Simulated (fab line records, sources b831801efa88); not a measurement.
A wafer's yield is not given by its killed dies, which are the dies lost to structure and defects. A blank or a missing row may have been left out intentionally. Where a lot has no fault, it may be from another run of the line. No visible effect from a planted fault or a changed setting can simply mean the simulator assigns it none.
What tool caused it?	flow sky130	Sampling: 11 lots, 33 wafers, 4 of 708 route steps

== WHAT EACH GAUGE READ, for each wafer ==
SKY_VT_ADJUST_PCH_TW_MEAS_10. Usual: for VT_ADJUST_PCH_TW the level is 143.1 and the standard deviation is 1.6.
lot	measured	on	VT_ADJUST_PCH_TW	flag
L531	day 10 19:01	film metro-03	145.1 144.5 144.6	
L533	day 11 17:49	film metro-03	144.6 144.2 144.4	
L536	day 12 09:09	film metro-04	143.9 144.1 143.5	
L535	day 12 13:49	film metro-02	140.9 141.3 140.5	
L540	day 13 12:52	film metro-03	143.9 144.3 144.5	
L541	day 13 14:45	film metro-03	144.0 144.1 144.0	
L542	day 14 01:55	film metro-02	141.4 141.8 141.5	
L547	day 15 21:01	film metro-03	144.2 144.4 144.2	
L551	day 17 02:13	film metro-03	144.0 143.9 143.8	
L552	day 17 05:01	film metro-04	143.8 145.0 144.2	
L553	day 17 13:32	film metro-03	145.1 144.1 144.8	

SKY_SONOS_ONO_THK_MEAS_01. Usual: for SONOS_ONO_OXIDATION_THK the level is 2.59 nm and the standard deviation is 0.054.
lot	measured	on	SONOS_ONO_OXIDATION_THK (nm)	flag
L531	day 11 20:51	film metro-01	2.53 2.55 2.51	
L533	day 12 21:24	film metro-03	2.59 2.61 2.55	
L536	day 13 11:52	film metro-01	2.53 2.63 2.58	
L535	day 13 18:49	film metro-03	2.61 2.62 2.56	
L540	day 14 17:58	film metro-02	2.60 2.60 2.57	
L541	day 14 23:20	film metro-03	4.35 4.29 4.43	OFF
L542	day 15 12:41	film metro-03	4.33 4.33 4.31	OFF
L547	day 17 06:50	film metro-01	2.64 2.52 2.56	
L551	day 18 09:02	film metro-02	2.55 2.61 2.64	
L552	day 18 13:42	film metro-01	2.64 2.69 2.71	
L553	day 18 20:47	film metro-03	2.53 2.64 2.54	

== EACH LOT AND THE TOOL THAT RAN IT (in order: tool; ch and the chambers of the sampled wafers; start) ==
lot	SKY_NWELL_STRIP_14	SKY_SONOS_ONO_OXIDATION_00
L531	plasma asher-01 ch 0,1, day 4 21:42	furnace-01 ch 0, day 11 19:31
L533	plasma asher-01 ch 0,1, day 5 14:07	furnace-01 ch 0, day 12 20:03
L536	plasma asher-03 ch 0,1, day 6 02:07	furnace-01 ch 0, day 13 10:31
L535	plasma asher-01 ch 0,1, day 6 03:28	furnace-01 ch 0, day 13 17:27
L540	plasma asher-03 ch 0,1, day 6 21:49	furnace-02 ch 0, day 14 16:36
L541	plasma asher-01 ch 0,1, day 6 22:49	furnace-01 ch 0, day 14 20:28
L542	plasma asher-04 ch 0,1, day 7 06:42	furnace-01 ch 0, day 15 08:34
L547	plasma asher-03 ch 0,1, day 8 15:19	furnace-02 ch 0, day 17 05:30
L551	plasma asher-04 ch 1, day 9 13:57	furnace-02 ch 0, day 18 07:41
L552	plasma asher-01 ch 0,1, day 9 16:34	furnace-01 ch 0, day 18 12:22
L553	plasma asher-04 ch 1, day 9 22:51	furnace-02 ch 0, day 18 19:26
- SKY_NWELL_STRIP_14: strips in O2/N2.
- SKY_SONOS_ONO_OXIDATION_00: stabilise 600 s, purge 300 s, target thk 2.6 nm.

== AS READ BY THE TOOLS THEMSELVES (means over the sampled wafers that have a number; for cases with no such wafer, the mark the record gives instead) ==
SKY_NWELL_STRIP_14. Usual: chamber pressure mTorr 1499.9 mTorr, standard deviation 1.3; drypump motor current A 5.9 A, standard deviation 0.37; n2 flow sccm 300.1 sccm, standard deviation 0.81; oes product au 0.722 a.u., standard deviation 0.0041; strip time to endpoint s 36.88 s, standard deviation 0.092.
lot	tool	chamber pressure mTorr (mTorr)	drypump motor current A (A)	n2 flow sccm (sccm)	oes product au (a.u.)	strip time to endpoint s (s)	flag
L531	plasma asher-01	1500.4	6.2	300.5	0.719	36.77	
L533	plasma asher-01	1500.7	6.2	300.0	0.723	36.90	
L536	plasma asher-03	1498.7	5.9	299.2	0.725	36.95	
L535	plasma asher-01	1498.9	6.2	301.0	0.725	36.90	
L540	plasma asher-03	1500.4	5.9	300.4	0.717	36.90	
L541	plasma asher-01	1500.2	6.2	301.6	0.723	36.88	
L542	plasma asher-04	1499.7	5.7	299.2	0.725	36.88	
L547	plasma asher-03	1500.2	5.6	299.0	0.723	36.95	
L551	plasma asher-04	1499.3	5.8	301.2	0.721	36.74	
L552	plasma asher-01	1498.5	6.2	300.7	0.719	36.82	
L553	plasma asher-04	1499.0	5.8	299.7	0.723	36.96	

SKY_SONOS_ONO_OXIDATION_00. Usual: 800 C for tube center temp C, sd 0.071.
lot	tool	tube center temp C (C)	flag
L531	furnace-01	800	
L533	furnace-01	800	
L536	furnace-01	800	
L535	furnace-01	800	
L540	furnace-02	800	
L541	furnace-01	800	
L542	furnace-01	800	
L547	furnace-02	800	
L551	furnace-02	800	
L552	furnace-01	800	
L553	furnace-02	800	

== THE ANSWER, worked out from the rows above alone ==
Rule: take the mean of a lot's wafers that have a number; if it is more than 3 standard deviations from the usual mean, the lot is off. Also off: a lot with no number at a reading for which 4 or more lots have one. The other lots that the step has rows for count as sound. First the gauges in route order, then the tools' own readings, where a lot's mean is used as printed above. At the first step where some lot is off, the reading lying furthest off is the one used; lots without a number count as furthest.
Off: L541, L542, at SKY_SONOS_ONO_THK_MEAS_01 (SONOS_ONO_OXIDATION_THK).
If a tool, at a process step before that reading, ran all the lots that are off and no sound lot after the first of them, it fits. The gauges at SKY_SONOS_ONO_THK_MEAS_01 are tried like those tools. No candidate that was tried fits.

== WHAT HAD BEEN PUT IN BY THE SIMULATOR ==
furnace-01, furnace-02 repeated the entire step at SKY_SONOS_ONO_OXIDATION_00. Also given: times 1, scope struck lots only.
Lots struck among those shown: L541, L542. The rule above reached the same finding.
